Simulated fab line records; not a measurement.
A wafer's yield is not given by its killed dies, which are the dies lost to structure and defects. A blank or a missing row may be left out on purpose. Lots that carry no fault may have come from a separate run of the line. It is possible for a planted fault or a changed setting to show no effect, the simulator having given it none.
8D (eight disciplines) problem report, filled in by code || flow gf180mcu || the parts of the form that need people (team, actions taken, sign-off) are left out

## 1. WHAT WENT WRONG
Mean of cd nm at GF_HV_LDD_CD_MEAS_46: 411.6 nm across 4 wafers in 2 lots; on wafers with no fault it is 400.4 nm (standard deviation 2.2). That puts it +5.1 standard deviations away from the usual mean.
The step: target cd 400 nm.
First seen on wafer L619.4, day 15 23:22, on cd sem-02. The record holds 39 wafers of 13 lots with a number at this step. By rule, "out" or "out of limits" means more than 4 standard deviations away from the usual mean. All remaining wafers that have a number are taken as sound.

## 2. WHAT IT IS; WHAT IT IS NOT
{"question": "which readings at this step", "is": "cd nm", "is not": "-"}
{"question": "which lots", "is": "L619, L620", "is not": "L609, L610, L611, L612, L614, L624, L625, L628, L630, L631, L632"}
{"question": "which wafers of those lots", "is": "L619.4, L620.3, L620.4, L620.6", "is not": "L619.2, L619.5"}
{"question": "read on which gauges", "is": "cd sem-01, cd sem-02", "is not": "-"}
{"question": "when", "is": "from day 15 23:22", "is not": "up to then (17 sound wafers); but 18 sound wafers of L624, L625, L628, L630, L631, L632 came after"}

## 3. THE SUSPECTS, EACH WITH WHAT RULES IT OUT
Counting: a tool at a process step up to the reading stays a suspect if it ran every lot that is out. Sound lots after the first of them don't rule it out here, since some wafers of a struck lot are sound.
- the gauge at GF_HV_LDD_CD_MEAS_46 has been ruled out. 2 gauges (cd sem-01, cd sem-02) read the wafers that are out.
- plasma asher-01 at GF_MVPSD_STRIP_10 (strips in O2/N2): kept. It processed each lot that is out (first: L619, day 7 15:26); up to then, its last sound lot is L612 (day 5 18:02).
- litho track-01 at GF_HV_LDD_DEVELOP_45 (develop time 60 s): kept. It processed each lot that is out (first: L619, day 15 23:13); up to then, its last sound lot is L614 (day 14 01:46).
Remaining after the count are plasma asher-01 at GF_MVPSD_STRIP_10 and litho track-01 at GF_HV_LDD_DEVELOP_45.

## 4. THE CAUSE (what the simulator had put in)
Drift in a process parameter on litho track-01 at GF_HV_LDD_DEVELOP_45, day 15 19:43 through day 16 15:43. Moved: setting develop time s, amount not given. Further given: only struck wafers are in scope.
Counting left 2 suspects, and this tool is among them.

## 5. THE CHAIN OF EFFECTS, in route order
One row per reading whose mean, taken over the struck wafers that have a number, lies over 3 standard deviations from the usual. Only readings for which the record gives a usual standard deviation are gone through. hours: the time from each lot's start at the first step in this table that gives one to its start at this step, as a median over the lots. sigmas: the change in usual standard deviations.
{"hours": 0, "step": "GF_HV_LDD_CD_MEAS_46", "reading": "cd nm", "usual": "400.4 nm", "on struck wafers": 411.6, "change": "+11.2", "sigmas": "+5.1"}

## 6. HOW IT WOULD HAVE BEEN CAUGHT EARLIER
The first out-of-limits reading at a measuring or inspecting step in this record came at day 15 23:22, 4 hours after the fault's start at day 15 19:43.
Tool readings at GF_HV_LDD_DEVELOP_45 with a usual standard deviation given in the record: none out on any struck wafer, hence no alarm at a limit of 4 standard deviations on them.
L620, from the lots that are out (2), started GF_HV_LDD_DEVELOP_45 on litho track-01 later than day 15 23:22. A hold on the tool at that time would have spared it.
